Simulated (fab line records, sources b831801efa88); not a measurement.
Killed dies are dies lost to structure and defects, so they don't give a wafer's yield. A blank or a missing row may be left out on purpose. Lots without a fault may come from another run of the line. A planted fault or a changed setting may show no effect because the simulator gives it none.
Chamber matching | flow sky130 | SKY_METAL4_ETCH_17 on rie_diel-02: 4 sister chambers
The step etches SiO2 in C4F8/O2/Ar, stops on TiN, time 3.9 s, target depth 15 nm. 8 wafers are shown with their chamber, then 10 later ones without.

WAFERS WITH THEIR CHAMBER
wafer  | chamber | oes_product_au (a.u.)
L080.1 | 1       | 0.748
L080.3 | 3       | 0.748
L083.6 | 3       | 0.755
L087.2 | 2       | 0.752
L087.4 | 1       | 0.773
L087.6 | 0       | 0.764
L089.1 | 0       | 0.747
L089.5 | 2       | 0.760

WAFERS WITHOUT THEIR CHAMBER
wafer  | oes_product_au (a.u.)
L089.6 | 0.748
L093.3 | 0.753
L093.5 | 0.757
L093.6 | 0.768
L094.3 | 0.748
L094.4 | 0.755
L094.6 | 0.751
L096.1 | 0.743
L096.4 | 0.757
L096.6 | 0.767

WHICH CHAMBER EACH WENT THROUGH
wafer  | from the rows above               | in truth
L089.6 | can't be placed: 3 or 0 or 2 or 1 | 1
L093.3 | can't be placed: 3 or 0 or 2 or 1 | 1
L093.5 | can't be placed: 2 or 0 or 1 or 3 | 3
L093.6 | can't be placed: 1 or 2 or 0 or 3 | 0
L094.3 | can't be placed: 3 or 0 or 2 or 1 | 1
L094.4 | can't be placed: 0 or 2 or 3 or 1 | 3
L094.6 | can't be placed: 3 or 0 or 2 or 1 | 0
L096.1 | can't be placed: 3 or 0 or 2 or 1 | 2
L096.4 | can't be placed: 2 or 0 or 1 or 3 | 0
L096.6 | can't be placed: 1 or 2 or 0 or 3 | 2
Placed correctly: 0 of 10. Can't be placed from these rows: 10 (the true chamber is among the candidates in 10). Placed wrongly: 0.
How it was worked out, from the rows above alone: a wafer's distance from a chamber is the root of the sum, over the readings, of the square of ((its reading less the chamber's mean) divided by the reading's scatter). The wafer belongs to the nearest chamber; if the next one is less than 2 further off, it can't be placed. A chamber's mean is the mean of its shown wafers. The scatter: the root of (the sum of the squares of (reading less its chamber's mean) over the shown wafers, divided by (wafers less chambers)).
